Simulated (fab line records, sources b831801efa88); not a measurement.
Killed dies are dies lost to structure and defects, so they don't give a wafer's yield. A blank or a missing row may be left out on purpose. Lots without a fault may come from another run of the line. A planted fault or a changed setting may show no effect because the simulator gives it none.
fab line records | flow sfq_line
record lots=14 wafers=42 last_day=96
route steps=325 shown I2@113 I7@299 M8@318
lots that met no fault: from a run of the same line without faults
start_h: hours from the record's first day to the start of the lot's first wafer shown | wait_h: hours since the lot's step before | " the same as in the row above | L1.1+2: a row that stands for several wafers | - no value, or no start given | * or withheld: withheld | < > ~ a bound
route shown NAME@n: a module of which the file shows steps, and the number in the route of the first | usual: mean/standard deviation of fault-free wafers | same: alike in all rows | chamber/n: place in a boat | sites: the reading at each site | _std_site: their standard deviation | _edge_site: outer sites' mean less inner sites' | radius_mm: how far each site lies from the wafer's centre | mask NAME#n: copy n | behind: the tool/chamber that last shaped the wafer | hold: why the lot was held/for how many hours/how that ended | device: the transistor (n, p or np) that didn't switch | end of line: the same wafers' tests at the end of the route | a step without rows: its recipe alone | killed: dies lost to structure and defects at the first sort, not the wafer's yield | map: a wafer's dies, x killed, . not, _ none there
set.NAME: the setting as run; set.NAME@STEP: as run at that earlier step | model.NAME: the simulator's own value behind a step, which no gauge read
steps of the route over a sample of lots; a table a step, a row a wafer
services: from which hour (start_h, from the record's first day; less than 0 if before it) a tool's chamber was out of use, for how many hours, and why
## steps
# step SFQ_I2_OVL_MEAS_918
# usual I2_OVL=1/6
# columns lot.wafer tool chamber start_h wait_h I2_OVL[nm]
L309.1 overlay-02 - 1017.64 0.1 2
L309.5 " - " " 1
L309.6 " - " " -2
L310.1 overlay-01 - 1024.96 0.1 10
L310.5 " - " " 12
L310.6 " - " " 7
L311.2 overlay-02 - 1042.77 0.1 -1
L311.3 " - " " -5
L311.4 " - " " -5
L313.1 overlay-01 - 1055.87 0.1 7
L313.3 " - " " 2
L313.4 " - " " 4
L315.3 overlay-01 - 1079.89 0.1 10
L315.4 " - " " 3
L315.6 " - " " 8
L319.2 overlay-02 - 1108.68 0.1 2
L319.5 " - " " 3
L319.6 " - " " 1
L320.1 overlay-01 - 1118.27 0.1 1
L320.3 " - " " -10
L320.4 " - " " 0
L321.1 overlay-01 - 1126.59 0.1 3
L321.4 " - " " -3
L321.6 " - " " 2
L325.1 overlay-01 - 1162.58 0.1 3
L325.2 " - " " 5
L325.4 " - " " 3
L326.1 overlay-02 - 1173.38 0.1 6
L326.2 " - " " 9
L326.6 " - " " 3
L327.1 overlay-01 - 1186.71 0.1 5
L327.2 " - " " 7
L327.6 " - " " 1
L328.1 overlay-01 - 1206.03 0.1 -12
L328.3 " - " " -7
L328.6 " - " " -2
L329.3 overlay-02 - 1212.05 0.1 -5
L329.5 " - " " 2
L329.6 " - " " -6
L332.2 overlay-02 - 1236.17 0.1 0
L332.5 " - " " -6
L332.6 " - " " 0
# step SFQ_TRILAYER_I2_VIA_BARC_OPEN_VIA_ETCH_096
# recipe mask_material=PR chemistry=O2 target_depth_nm=125 target=BARC source_w=500 bias_w=80 pressure_mtorr=30 time_s=40.49
# usual bias_w=79.99/0.24 drypump_motor_current_A=5.9/0.36 oes_product_au=0.694/0.0044 rf_fwd_power_W=495.2/1.9
# same time_s=40.49
# columns lot.wafer tool chamber start_h wait_h bias_w drypump_motor_current_A oes_product_au rf_fwd_power_W rf_hours_counter_h
L309.1 rie_diel-02 1 1017.67 0.0 79.97 5.7 0.693 493.9 10
L309.5 " 1 " " 79.84 5.7 0.693 495.3 -
L309.6 " 2 " " 79.77 6.3 0.696 495.1 -
L310.1 rie_diel-01 2 1025.00 0.0 80.07 6.2 0.686 495.0 4
L310.5 " 1 " " 80.11 6.0 0.698 495.6 -
L310.6 " 2 " " 79.55 6.1 0.689 494.1 -
L311.2 rie_diel-04 1 1042.80 0.0 80.16 5.3 0.695 496.2 3
L311.3 " 2 " " 79.74 6.2 0.698 497.7 7
L311.4 " 3 " " 80.20 5.6 0.693 493.0 12
L313.1 rie_diel-04 1 1055.91 0.0 79.72 5.3 0.700 495.1 3
L313.3 " 2 " " 79.82 6.2 0.693 495.9 7
L313.4 " 0 " " 79.74 6.0 0.690 492.1 7
L315.3 rie_diel-04 3 1079.91 0.0 79.84 5.6 0.698 496.6 13
L315.4 " 1 " " 80.45 5.3 0.697 496.7 3
L315.6 " 1 " " 80.69 5.3 0.691 495.5 -
L319.2 rie_diel-02 3 1108.71 0.0 80.04 6.4 0.702 495.9 6
L319.5 " 0 " " 79.73 6.1 0.692 491.1 -
L319.6 " 3 " " 79.49 6.4 0.696 495.7 -
L320.1 rie_diel-04 1 1118.31 0.0 80.01 5.3 0.694 495.3 3
L320.3 " 3 " " 80.08 5.6 0.693 493.6 13
L320.4 " 2 " " 80.03 6.2 0.696 496.7 8
L321.1 rie_diel-04 3 1126.62 0.0 79.82 5.6 0.696 495.8 13
L321.4 " 1 " " 80.27 5.3 0.685 496.4 4
L321.6 " 0 " " 79.79 6.0 0.699 493.6 -
L325.1 rie_diel-04 1 1162.62 0.0 80.31 5.3 0.694 495.7 4
L325.2 " 2 " " 79.90 6.2 0.693 499.3 8
L325.4 " 0 " " 80.05 6.0 0.697 493.0 8
L326.1 rie_diel-04 3 1173.42 0.0 80.09 5.6 0.687 498.4 14
L326.2 " 2 " " 79.67 6.2 0.695 497.8 8
L326.6 " 0 " " 80.00 5.9 0.692 494.5 -
L327.1 rie_diel-04 1 1186.75 0.0 71.62 5.3 0.689 497.5 4
L327.2 " 0 " " 71.53 6.0 0.694 493.4 9
L327.6 " 3 " " 71.45 5.5 0.691 493.6 -
L328.1 rie_diel-04 2 1206.07 0.0 71.73 6.2 0.694 496.1 9
L328.3 " 3 " " 71.51 5.6 0.689 495.8 14
L328.6 " 2 " " 71.50 6.2 0.692 495.7 -
L329.3 rie_diel-02 3 1212.07 0.0 80.36 6.4 0.694 493.6 8
L329.5 " 3 " " 80.35 6.4 0.687 494.9 -
L329.6 " 0 " " 79.78 6.1 0.690 497.0 -
L332.2 rie_diel-01 0 1236.20 0.0 80.45 5.4 0.699 493.7 10
L332.5 " 2 " " 80.37 6.1 0.692 492.1 -
L332.6 " 1 " " 80.10 6.0 0.697 494.5 -
# step SFQ_TRILAYER_I7_METRO_MEASURE_185
# usual thk_nm=203.4/1
# columns lot.wafer tool chamber start_h wait_h thk_nm
L309.1 film_metro-02 - 1938.09 0.1 204.6
L309.5 " - " " 202.7
L309.6 " - " " 202.0
L310.1 film_metro-02 - 1958.59 0.1 205.1
L310.5 " - " " 202.9
L310.6 " - " " 203.2
L311.2 film_metro-04 - 1962.69 0.3 204.0
L311.3 " - " " 202.9
L311.4 " - " " 203.9
L313.1 film_metro-04 - 1971.27 0.1 202.5
L313.3 " - " " 202.4
L313.4 " - " " 203.5
L315.3 film_metro-02 - 1994.84 0.5 203.4
L315.4 " - " " 204.4
L315.6 " - " " 201.5
L319.2 film_metro-02 - 2021.44 0.3 203.0
L319.5 " - " " 202.9
L319.6 " - " " 201.8
L320.1 film_metro-01 - 2025.69 0.1 203.2
L320.3 " - " " 202.9
L320.4 " - " " 202.3
L321.1 film_metro-01 - 2031.69 0.1 202.9
L321.4 " - " " 203.1
L321.6 " - " " 203.0
L325.1 film_metro-04 - 2065.00 0.1 203.5
L325.2 " - " " 204.6
L325.4 " - " " 202.2
L326.1 film_metro-01 - 2066.85 0.1 203.2
L326.2 " - " " 204.8
L326.6 " - " " 203.7
L327.1 film_metro-01 - 2086.75 0.1 205.9
L327.2 " - " " 204.9
L327.6 " - " " 204.5
L328.1 film_metro-04 - 2102.59 0.1 203.4
L328.3 " - " " 204.8
L328.6 " - " " 204.4
L329.3 film_metro-02 - 2105.99 0.5 204.4
L329.5 " - " " 205.0
L329.6 " - " " 205.6
L332.2 film_metro-01 - 2213.55 0.3 204.9
L332.5 " - " " 203.0
L332.6 " - " " 204.3
# step SFQ_M8_OVL_MEAS_948
# usual M8_OVL=-3/6.4
# columns lot.wafer tool chamber start_h wait_h M8_OVL[nm]
L309.1 overlay-01 - 2044.21 0.1 -9
L309.5 " - " " -9
L309.6 " - " " 0
L310.1 overlay-01 - 2065.35 0.1 -4
L310.5 " - " " -5
L310.6 " - " " -14
L311.2 overlay-01 - 2073.38 0.1 -2
L311.3 " - " " -13
L311.4 " - " " 0
L313.1 overlay-02 - 2079.22 0.1 -8
L313.3 " - " " -8
L313.4 " - " " 9
L315.3 overlay-01 - 2104.84 0.1 -6
L315.4 " - " " -8
L315.6 " - " " -4
L319.2 overlay-02 - 2129.90 0.1 -3
L319.5 " - " " -4
L319.6 " - " " -4
L320.1 overlay-02 - 2133.47 0.1 -7
L320.3 " - " " -2
L320.4 " - " " -7
L321.1 overlay-01 - 2138.48 0.1 -1
L321.4 " - " " -10
L321.6 " - " " -9
L325.1 overlay-02 - 2240.62 0.1 -5
L325.2 " - " " -8
L325.4 " - " " -6
L326.1 overlay-01 - 2241.82 0.1 -7
L326.2 " - " " -1
L326.6 " - " " 6
L327.1 overlay-01 - 2244.22 0.1 -11
L327.2 " - " " -6
L327.6 " - " " -6
L328.1 overlay-02 - 2247.82 0.1 1
L328.3 " - " " 11
L328.6 " - " " 4
L329.3 overlay-01 - 2250.37 0.1 -15
L329.5 " - " " -8
L329.6 " - " " -5
L332.2 overlay-01 - 2295.01 0.1 8
L332.5 " - " " 2
L332.6 " - " " 2
## services
# columns tool chamber start_h hours kind
rie_diel-04 - 1032.64 1.8 repair
rie_diel-04 - 1104.49 0.1 repair
rie_diel-04 3 1217.40 7.2 repair
rie_diel-04 - 1230.38 14.6 pm
rie_diel-04 2 1257.81 15.9 repair
rie_diel-04 0 1311.28 4.6 repair
rie_diel-04 0 1355.72 14.5 repair
rie_diel-04 2 1410.43 13.0 repair
rie_diel-04 - 1419.05 1.1 repair
rie_diel-04 2 1484.85 2.9 repair
rie_diel-04 3 1521.94 5.1 repair
rie_diel-04 0 1535.76 23.1 repair
rie_diel-04 3 1549.30 28.8 repair
rie_diel-04 - 1584.66 0.7 repair
rie_diel-04 - 1618.00 2.8 pm
rie_diel-04 3 1715.01 1.3 repair
rie_diel-04 1 1748.40 19.6 repair
rie_diel-04 1 1769.67 5.1 repair
rie_diel-04 0 1869.19 2.8 repair
rie_diel-04 3 2016.60 1.9 repair
rie_diel-04 1 2069.95 2.8 repair
rie_diel-04 3 2085.07 5.4 repair
rie_diel-04 1 2088.25 8.2 repair
rie_diel-04 1 2126.44 2.6 repair
## key
first_sign step=SFQ_TRILAYER_I2_VIA_BARC_OPEN_VIA_ETCH_096 reading=bias_w direction=down sigmas=35 usual=79.99 struck=71.56
effect none on later readings
met_at SFQ_TRILAYER_I2_VIA_BARC_OPEN_VIA_ETCH_096
struck_lots L327,L328
not_acting_at SFQ_I2_OVL_MEAS_918,SFQ_TRILAYER_I7_METRO_MEASURE_185,SFQ_M8_OVL_MEAS_948
onset_between 1173.42 1186.75
fault kind=process_parameter_drift tool=rie_diel-04 chamber=- onset_h=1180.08 steps=SFQ_TRILAYER_I2_VIA_BARC_OPEN_VIA_ETCH_096 channel=bias_w offset=-8.3064 shape=step end_h=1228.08 acts_in=these_recipes_only stated=80
